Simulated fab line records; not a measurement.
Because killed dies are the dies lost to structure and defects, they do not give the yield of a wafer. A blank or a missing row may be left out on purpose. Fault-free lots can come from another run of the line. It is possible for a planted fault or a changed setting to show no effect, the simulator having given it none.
fab line records	flow sfq-line
[record] lots = 5	wafers = 15	last-day = 92
route steps=325 shown M5@201 A5B@209 R5@212 I5@228 C5@240 M8@325
lots untouched by any fault: they come from a run of this same line in which no faults occurred
start-h: hours from the record's opening day to when the first of the lot's shown wafers began	wait-h: hours from the lot's prior step to this one	" repeats the value in the row above	L1.1+2: a single row standing in for several wafers	- no value, or no start given	* or withheld: withheld	< > ~ a bound
route shown NAME@n: names a module that has steps shown in the file, with the first one's number in the route	usual: average and standard deviation across the fault-free wafers	same: alike in all rows	chamber/n: place in a boat	sites: per-site readings	_std_site: standard deviation across them	_edge_site: inner sites' mean taken away from outer sites' mean	radius-mm: how far each site lies from the wafer's centre	mask NAME#n: copy n	behind: tool/chamber where the wafer was last shaped	hold: reason for holding the lot/hours on hold/outcome of the hold	device: whichever transistor did not switch (one of n, p or np)	end of line: the same wafers' tests at the end of the route	a step with no rows: only its recipe	killed: the dies lost at the first sort to structure and to defects; this is not the yield of the wafer	map: shows each die of a wafer: x if killed, . if not, _ if none is there
set.NAME: setting as actually run; set.NAME@STEP: the setting as run at that earlier step	model.NAME: the simulator's own value behind a step, which no gauge read
lots seen at some steps along the route; tables by step, rows by wafer
services: from which hour (start-h, from the record's first day; less than 0 if before it) a tool's chamber was out of use, for how many hours, and why
[[steps]]
[step SFQ_TRILAYER_M5_LITHO_EXPOSE_124]
[recipe] mask-id = M5	na = 0.6	source-shape = conventional	sigma-outer = 0.65	target-cd-nm = 700	dose-mj = 14.4
[step SFQ_TRILAYER_M5_LITHO_PEB_126]
[recipe] peb-temp-c = 115	peb-time-s = 60	resist = KrF
[step SFQ_TRILAYER_M5_LITHO_DEVELOP_125]
[recipe] time-s = 60	resist = KrF
[step SFQ_M5_OVL_MEAS_932]
[usual] M5_OVL = -4/6
lot.wafer	tool	chamber	start-h	wait-h	M5_OVL[nm]
L595.1	overlay-02	-	1539.66	0.1	-3
L595.2	"	-	"	"	-8
L595.4	"	-	"	"	-6
L605.3	overlay-01	-	1673.02	0.1	-5
L605.5	"	-	"	"	-9
L605.6	"	-	"	"	-3
L608.1	overlay-01	-	1679.00	0.1	-7
L608.2	"	-	"	"	-10
L608.3	"	-	"	"	-10
L613.1	overlay-01	-	1789.35	0.1	6
L613.4	"	-	"	"	2
L613.6	"	-	"	"	4
L618.2	overlay-01	-	1813.13	0.1	-7
L618.4	"	-	"	"	-4
L618.6	"	-	"	"	-10
[step SFQ_TRILAYER_M5_BARC_OPEN_METAL_ETCH_161]
[recipe] mask-material = PR	chemistry = O2	target-depth-nm = 125	target = BARC	icp-w = 600	bias-w = 80	pressure-mtorr = 10	time-s = 41.7
[step SFQ_TRILAYER_M5_ETCH_METAL_ETCH_126]
[recipe] target = Nb	stop-on = SiO2	mask-material = PR	over-etch-frac = 0.15	time-s = 203.2	chemistry = Cl2/BCl3	target-depth-nm = 265	icp-w = 600	bias-w = 80	pressure-mtorr = 10
[step SFQ_TRILAYER_M5_STRIP_STRIP_127]
[recipe] gas = O2	power-w = 200	platen-temp-c = 40	overash-fraction = 0.65	chemistry = O2	pressure-mtorr = 50
[step SFQ_TRILAYER_M5_STRIP_SOLV_CLEAN_128]
[recipe] chemistry = NMP	temp-c = 70	time-s = 600
[step SFQ_TRILAYER_A5B_DEP_PECVD_129]
[recipe] material = SiO2	temp-c = 150	time-s = 133.33	pressure-torr = 2.4	rf-w = 183.3	precursor = SiH4/N2O	target-thk-nm = 600
[usual] heater-power-w = 86/20	throttle-valve-pct = 24.9/1.1
lot.wafer	tool	chamber	start-h	wait-h	heater-power-w	throttle-valve-pct
L595.1	pecvd-03	0	1540.72	0.0	63	23.9
L595.2	"	1	"	"	89	23.3
L595.4	"	1	"	"	92	23.5
L605.3	pecvd-01	0	1674.07	0.0	43	24.0
L605.5	"	1	"	"	108	25.7
L605.6	"	2	"	"	85	25.7
L608.1	pecvd-01	1	1680.07	0.0	122	25.6
L608.2	"	2	"	"	86	25.9
L608.3	"	0	"	"	54	24.0
L613.1	pecvd-01	2	1791.27	0.0	85	26.4
L613.4	"	0	"	"	55	24.4
L613.6	"	2	"	"	88	26.5
L618.2	pecvd-02	0	1814.36	0.0	90	23.9
L618.4	"	0	"	"	93	24.3
L618.6	"	2	"	"	77	25.8
[step SFQ_TRILAYER_A5B_CMP_CMP_130]
[recipe] stop-on = Nb	down-force-psi = 3	platen-rpm = 60	target-thk-nm = 340.7
[usual] motor-current-A = 10.6/0.86	slurry-filter-dp-kPa = 13.51/0.13
lot.wafer	tool	chamber	start-h	wait-h	motor-current-A	slurry-filter-dp-kPa
L595.1	cmp-01	0	1542.83	2.1	11.5	13.48
L595.4	"	1	"	"	9.2	13.68
L595.2	"	3	1544.33	3.6	9.9	13.53
L605.3	cmp-01	3	1676.38	2.3	10.2	13.53
L605.6	"	1	1677.38	3.2	9.3	13.36
L605.5	"	2	"	"	11.4	13.54
L608.3	cmp-01	2	1681.96	1.8	10.6	13.62
L608.2	"	3	"	"	10.0	13.43
L608.1	"	0	"	"	10.6	13.55
L613.4	cmp-01	3	1792.36	1.0	10.0	13.63
L613.1	"	0	"	"	11.3	13.58
L613.6	"	1	"	"	8.9	13.67
L618.2	cmp-01	1	1814.45	0.0	8.8	13.54
L618.4	"	0	1815.95	1.5	11.5	13.51
L618.6	"	2	1816.95	2.5	11.5	13.51
[step SFQ_TRILAYER_A5B_METRO_MEASURE_131]
[step SFQ_TRILAYER_R5_DEP_SPUTTER_132]
[recipe] material = Ti	base-pressure-pa = 1.33e-06	target-thk-nm = 5	power-w = 2000	time-s = 5	chamber-pressure-pa = 0.4
[step SFQ_TRILAYER_R5_DEP_SPUTTER_133]
[recipe] material = MoNx	base-pressure-pa = 1.33e-06	target-thk-nm = 40	power-w = 1000	time-s = 66.7	chamber-pressure-pa = 0.4
[usual] base-pressure-pa = 1.34e-06/8.9e-08	cathode-dc-power-W = 1000.0/0.17	throttle-valve-pct = 29.7/0.74
lot.wafer	tool	chamber	start-h	wait-h	base-pressure-pa	cathode-dc-power-W	throttle-valve-pct	model.MoNx_of_TRILAYER_R5_DEP_SPUTTER_133.thk-nm
L595.1	pvd-sputter-05	-	1547.05	0.0	1.32e-06	1000.3	30.4	40.05
L595.2	"	-	"	"	1.32e-06	999.96	30.4	39.92
L595.4	"	-	"	"	1.34e-06	1000.1	28.9	40.21
L605.3	pvd-sputter-06	-	1679.59	0.0	1.28e-06	1000.2	29.6	40.7
L605.5	"	-	"	"	1.42e-06	1000.2	29.7	40.69
L605.6	"	-	"	"	1.37e-06	1000.2	29.1	40.51
L608.1	pvd-sputter-04	-	1686.18	0.0	1.34e-06	999.73	29.4	41.43
L608.2	"	-	"	"	1.36e-06	1000.1	28.9	40.1
L608.3	"	-	"	"	1.29e-06	1000.2	29.0	39.49
L613.1	pvd-sputter-06	-	1795.58	0.0	1.33e-06	999.84	29.9	39.62
L613.4	"	-	"	"	1.17e-06	1000.1	29.8	39.64
L613.6	"	-	"	"	1.41e-06	1000.2	29.8	39.82
L618.2	pvd-sputter-04	-	1818.67	0.0	1.43e-06	999.93	29.2	39.71
L618.4	"	-	"	"	1.4e-06	999.97	28.8	39.54
L618.6	"	-	"	"	1.26e-06	1000.1	28.8	39.82
[step SFQ_TRILAYER_R5_DEP_SPUTTER_134]
[recipe] material = Ti	base-pressure-pa = 1.33e-06	target-thk-nm = 5	power-w = 2000	time-s = 5	chamber-pressure-pa = 0.4
[step SFQ_R5_RS_MEAS_933]
[recipe] thk-meas-gauge = four-point-probe	reads = Ti_of_TRILAYER_R5_DEP_SPUTTER_134+MoNx_of_TRILAYER_R5_DEP_SPUTTER_133+Ti_of_TRILAYER_R5_DEP_SPUTTER_132
[usual] R5_MONX_RS = 7.03/0.067
lot.wafer	tool	chamber	start-h	wait-h	R5_MONX_RS[ohm/sq]
L595.1	film-metro-01	-	1547.13	0.0	7.04
L595.2	"	-	"	"	7.04
L595.4	"	-	"	"	7.01
L605.3	film-metro-02	-	1679.71	0.0	6.92
L605.5	"	-	"	"	6.92
L605.6	"	-	"	"	6.94
L608.1	film-metro-03	-	1686.25	0.0	6.82
L608.2	"	-	"	"	7.02
L608.3	"	-	"	"	7.12
L613.1	film-metro-01	-	1795.66	0.0	7.10
L613.4	"	-	"	"	7.10
L613.6	"	-	"	"	7.07
L618.2	film-metro-01	-	1818.76	0.0	7.11
L618.4	"	-	"	"	7.14
L618.6	"	-	"	"	7.09
[step SFQ_R5_THK_MEAS_934]
[recipe] thk-meas-gauge = xrf	reads = MoNx_of_TRILAYER_R5_DEP_SPUTTER_133
[usual] R5_MONX_THK = 39.7/0.42
lot.wafer	tool	chamber	start-h	wait-h	R5_MONX_THK[nm]
L595.1	film-metro-01	-	1547.25	0.1	39.4
L595.2	"	-	"	"	39.4
L595.4	"	-	"	"	39.6
L605.3	film-metro-02	-	1679.81	0.1	40.3
L605.5	"	-	"	"	40.6
L605.6	"	-	"	"	40.2
L608.1	film-metro-03	-	1686.37	0.1	40.7
L608.2	"	-	"	"	39.9
L608.3	"	-	"	"	39.0
L613.1	film-metro-01	-	1795.78	0.1	39.3
L613.4	"	-	"	"	39.6
L613.6	"	-	"	"	39.6
L618.2	film-metro-01	-	1818.87	0.1	39.6
L618.4	"	-	"	"	39.0
L618.6	"	-	"	"	39.3
[step SFQ_TRILAYER_R5_LITHO_COAT_141]
[recipe] resist = BARC	spin-rpm = 3000	resist-thk-nm = 62
[step SFQ_TRILAYER_R5_LITHO_COAT_136]
[recipe] resist = KrF	spin-rpm = 3000	resist-thk-nm = 600
[step SFQ_TRILAYER_R5_LITHO_SOFTBAKE_140]
[recipe] temp-c = withheld	time-s = withheld	resist = KrF
[step SFQ_TRILAYER_R5_LITHO_EXPOSE_137]
[recipe] mask-id = R5	na = 0.6	source-shape = conventional	sigma-outer = 0.65	target-cd-nm = 500	dose-mj = 14.4
[step SFQ_TRILAYER_R5_LITHO_PEB_139]
[recipe] peb-temp-c = 115	peb-time-s = 60	resist = KrF
[step SFQ_TRILAYER_R5_LITHO_DEVELOP_138]
[recipe] time-s = 60	resist = KrF
[step SFQ_R5_OVL_MEAS_935]
[usual] R5_OVL = 3/5
lot.wafer	tool	chamber	start-h	wait-h	R5_OVL[nm]
L595.1	overlay-01	-	1549.68	0.1	-2
L595.2	"	-	"	"	2
L595.4	"	-	"	"	-1
L605.3	overlay-01	-	1779.76	0.1	4
L605.5	"	-	"	"	5
L605.6	"	-	"	"	6
L608.1	overlay-01	-	1786.95	0.1	2
L608.2	"	-	"	"	5
L608.3	"	-	"	"	4
L613.1	overlay-01	-	1892.24	0.1	3
L613.4	"	-	"	"	-1
L613.6	"	-	"	"	2
L618.2	overlay-01	-	1919.84	0.1	-4
L618.4	"	-	"	"	-2
L618.6	"	-	"	"	-9
[step SFQ_TRILAYER_R5_BARC_OPEN_METAL_ETCH_177]
[recipe] mask-material = PR	chemistry = O2	target-depth-nm = 125	target = BARC	icp-w = 600	bias-w = 80	pressure-mtorr = 10	time-s = 41.7
[usual] drypump-motor-current-A = 5.52/0.23	oes-product-au = 0.685/0.0047
lot.wafer	tool	chamber	start-h	wait-h	drypump-motor-current-A	oes-product-au	rf-hours-counter-h
L595.1	rie-metal-01	0	1549.72	0.0	5.82	0.686	101
L595.2	"	1	"	"	5.72	0.692	41
L595.4	"	1	"	"	5.71	0.688	-
L605.3	rie-metal-01	0	1779.80	0.0	5.83	0.680	-
L605.5	"	1	"	"	5.73	0.690	-
L605.6	"	0	"	"	5.80	0.688	-
L608.1	rie-metal-04	1	1786.98	0.0	5.35	0.682	52
L608.2	"	0	"	"	5.17	0.686	67
L608.3	"	0	"	"	5.17	0.688	-
L613.1	rie-metal-01	0	1892.27	0.0	5.79	0.685	19
L613.4	"	0	"	"	5.77	0.680	-
L613.6	"	1	"	"	5.72	0.685	-
L618.2	rie-metal-04	1	1919.87	0.0	5.35	0.677	68
L618.4	"	1	"	"	5.35	0.693	-
L618.6	"	1	"	"	5.33	0.681	-
[step SFQ_TRILAYER_R5_ETCH_METAL_ETCH_139]
[recipe] stop-on = SiO2	mask-material = PR	chemistry = Cl2	target-depth-nm = 60	icp-w = 600	bias-w = 80	pressure-mtorr = 10	time-s = 40
[usual] drypump-motor-current-A = 5.51/0.24	oes-product-au = 0.991/0.0059
lot.wafer	tool	chamber	start-h	wait-h	drypump-motor-current-A	oes-product-au	rf-hours-counter-h
L595.1	rie-metal-01	0	1549.78	0.0	5.81	1.000	101
L595.2	"	1	"	"	5.75	0.988	41
L595.4	"	1	"	"	5.72	0.989	-
L605.3	rie-metal-01	0	1779.86	0.0	5.80	0.995	-
L605.5	"	1	"	"	5.71	0.991	-
L605.6	"	0	"	"	5.81	0.995	-
L608.1	rie-metal-04	1	1787.04	0.0	5.31	0.987	52
L608.2	"	0	"	"	5.18	0.988	67
L608.3	"	0	"	"	5.16	0.999	-
L613.1	rie-metal-01	0	1892.33	0.0	5.79	0.990	19
L613.4	"	0	"	"	5.82	0.999	-
L613.6	"	1	"	"	5.71	0.990	-
L618.2	rie-metal-04	1	1919.93	0.0	5.32	0.981	68
L618.4	"	1	"	"	5.33	0.983	-
L618.6	"	1	"	"	5.31	0.991	-
[step SFQ_TRILAYER_R5_STRIP_STRIP_140]
[recipe] gas = O2	power-w = 200	platen-temp-c = 40	overash-fraction = 0.65	chemistry = O2	pressure-mtorr = 50
[usual] drypump-motor-current-A = 5.51/0.23	oes-product-au = 1.001/0.0066
lot.wafer	tool	chamber	start-h	wait-h	drypump-motor-current-A	oes-product-au	rf-hours-counter-h
L595.1	rie-metal-01	0	1549.84	0.0	5.81	1.012	101
L595.2	"	1	"	"	5.72	1.009	41
L595.4	"	1	"	"	5.66	1.008	-
L605.3	rie-metal-01	0	1780.10	0.2	5.80	1.007	-
L605.5	"	1	"	"	5.70	0.995	-
L605.6	"	0	"	"	5.82	1.005	-
L608.1	rie-metal-04	1	1787.10	0.0	5.33	1.010	52
L608.2	"	0	"	"	5.17	1.011	67
L608.3	"	0	"	"	5.15	1.007	-
L613.1	rie-metal-01	0	1892.39	0.0	5.82	1.013	19
L613.4	"	0	"	"	5.83	1.007	-
L613.6	"	1	"	"	5.71	0.999	-
L618.2	rie-metal-04	1	1919.99	0.0	5.35	1.000	69
L618.4	"	1	"	"	5.34	1.006	-
L618.6	"	1	"	"	5.34	0.995	-
[step SFQ_TRILAYER_R5_STRIP_SOLV_CLEAN_141]
[recipe] chemistry = NMP	temp-c = 70	time-s = 600
[step SFQ_TRILAYER_A5C_DEP_PECVD_142]
[recipe] material = SiO2	temp-c = 150	time-s = 15.556	pressure-torr = 2.4	rf-w = 183.3	precursor = SiH4/N2O	target-thk-nm = 70
[step SFQ_TRILAYER_I5_LITHO_COAT_149]
[recipe] resist = BARC	spin-rpm = 3000	resist-thk-nm = 62
[step SFQ_TRILAYER_I5_LITHO_COAT_144]
[recipe] resist = KrF	spin-rpm = 3000	resist-thk-nm = 650
[step SFQ_TRILAYER_I5_LITHO_SOFTBAKE_148]
[recipe] temp-c = withheld	time-s = withheld	resist = KrF
[step SFQ_TRILAYER_I5_LITHO_EXPOSE_145]
[recipe] mask-id = I5	na = 0.6	source-shape = conventional	sigma-outer = 0.65	target-cd-nm = 700	dose-mj = 21.3
[step SFQ_TRILAYER_I5_LITHO_PEB_147]
[recipe] peb-temp-c = 115	peb-time-s = 60	resist = KrF
[step SFQ_TRILAYER_I5_LITHO_DEVELOP_146]
[recipe] time-s = 60	resist = KrF
[step SFQ_I5_OVL_MEAS_936]
[usual] I5_OVL = 3/5.7
lot.wafer	tool	chamber	start-h	wait-h	I5_OVL[nm]
L595.1	overlay-02	-	1646.60	0.1	0
L595.2	"	-	"	"	1
L595.4	"	-	"	"	0
L605.3	overlay-02	-	1785.53	0.1	2
L605.5	"	-	"	"	1
L605.6	"	-	"	"	10
L608.1	overlay-02	-	1792.72	0.1	3
L608.2	"	-	"	"	1
L608.3	"	-	"	"	-1
L613.1	overlay-02	-	1987.16	0.1	-6
L613.4	"	-	"	"	3
L613.6	"	-	"	"	0
L618.2	overlay-01	-	2017.17	0.1	-8
L618.4	"	-	"	"	-8
L618.6	"	-	"	"	-9
[step SFQ_TRILAYER_I5_BARC_OPEN_VIA_ETCH_200]
[recipe] mask-material = PR	chemistry = O2	target-depth-nm = 125	target = BARC	source-w = 500	bias-w = 80	pressure-mtorr = 30	time-s = 41.7
[step SFQ_TRILAYER_I5_ETCH_VIA_ETCH_147]
[recipe] stop-on = Nb	mask-material = PR	chemistry = CHF3	target-depth-nm = 360	source-w = 500	bias-w = 80	pressure-mtorr = 30	time-s = withheld
[step SFQ_TRILAYER_I5_STRIP_STRIP_148]
[recipe] gas = O2	power-w = 200	platen-temp-c = 40	overash-fraction = 0.65	chemistry = O2	pressure-mtorr = 50
[step SFQ_TRILAYER_I5_STRIP_SOLV_CLEAN_149]
[recipe] chemistry = NMP	temp-c = 70	time-s = 600
[step SFQ_TRILAYER_C5_LITHO_COAT_156]
[recipe] resist = BARC	spin-rpm = 3000	resist-thk-nm = 62
[step SFQ_TRILAYER_C5_LITHO_COAT_151]
[recipe] resist = KrF	spin-rpm = 3000	resist-thk-nm = 650
[step SFQ_TRILAYER_C5_LITHO_SOFTBAKE_155]
[recipe] temp-c = withheld	time-s = withheld	resist = KrF
[step SFQ_M8_BOW_MEAS_951]
[recipe] mode = bow
[usual] M8_BOW = 8/12
lot.wafer	tool	chamber	start-h	wait-h	M8_BOW[um]	model.etest.r5.ohm-um	model.etest.r5.ohm-sq	model.etest.c5.link-ohm
L595.1	film-metro-04	-	1880.74	0.0	-10	14.12	7.04	7.993
L595.2	"	-	"	"	6	14.12	7.063	8.006
L595.4	"	-	"	"	7	14.02	7.012	7.959
L605.3	film-metro-03	-	2028.42	0.0	-22	13.85	6.926	7.885
L605.5	"	-	"	"	-11	13.89	6.929	7.89
L605.6	"	-	"	"	-10	13.88	6.959	7.924
L608.1	film-metro-04	-	2041.42	0.0	-8	13.62	6.805	7.757
L608.2	"	-	"	"	-2	14.1	7.03	7.976
L608.3	"	-	"	"	-1	14.31	7.139	8.086
L613.1	film-metro-04	-	2139.49	0.0	24	14.21	7.117	8.075
L613.4	"	-	"	"	26	14.18	7.112	8.073
L613.6	"	-	"	"	21	14.11	7.08	8.043
L618.2	film-metro-01	-	2211.84	0.0	15	14.2	7.1	8.048
L618.4	"	-	"	"	16	14.29	7.13	8.082
L618.6	"	-	"	"	9	14.17	7.08	8.034
[[services]]
tool	chamber	start-h	hours	kind
cmp-01	-	1535.41	0.4	repair
rie-metal-01	-	1539.04	2.8	pm
cmp-01	-	1554.83	4.7	pm
rie-metal-04	-	1558.39	15.6	pm
rie-metal-01	1	1563.84	4.7	repair
cmp-01	-	1565.52	7.1	pm
pecvd-01	1	1576.02	3.3	repair
cmp-01	-	1579.91	1.3	repair
rie-metal-04	0	1584.12	15.9	repair
pvd-sputter-04	-	1598.63	7.5	repair
cmp-01	-	1605.84	4.0	pm
pecvd-01	1	1624.20	10.1	repair
rie-metal-04	-	1690.27	1.9	repair
rie-metal-01	-	1698.26	0.3	repair
cmp-01	-	1712.45	4.5	repair
pecvd-01	0	1755.68	11.0	repair
cmp-01	-	1760.39	0.6	repair
rie-metal-01	-	1767.01	1.8	repair
pvd-sputter-06	-	1788.89	2.0	repair
cmp-01	-	1824.80	0.4	repair
rie-metal-01	-	1850.55	1.1	repair
rie-metal-04	-	1869.37	1.4	pm
pecvd-01	2	1906.96	2.2	repair
cmp-01	-	1920.38	6.7	repair
[[key]]
[first-sign] step = SFQ_R5_RS_MEAS_933	reading = R5_MONX_RS	direction = down	sigmas = 3.1	usual = 7.03	struck = 6.82
effect none on later readings
[model-effect] step = SFQ_TRILAYER_R5_DEP_SPUTTER_133	value = MoNx_of_TRILAYER_R5_DEP_SPUTTER_133.thk-nm	without = 39.79	struck = 41.43
[model-effect] step = SFQ_M8_BOW_MEAS_951	value = etest.r5.ohm-um	without = 14.18	struck = 13.62
met-at SFQ_TRILAYER_R5_DEP_SPUTTER_133
struck-wafers L608.1
[fault] kind = process-parameter-drift	tool = pvd-sputter-04	chamber = -	onset-h = 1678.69	steps = SFQ_TRILAYER_R5_DEP_SPUTTER_133	channel = time-s	offset = *	shape = step	end-h = 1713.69	acts-in = *	stated = *	scope = struck-wafers-only
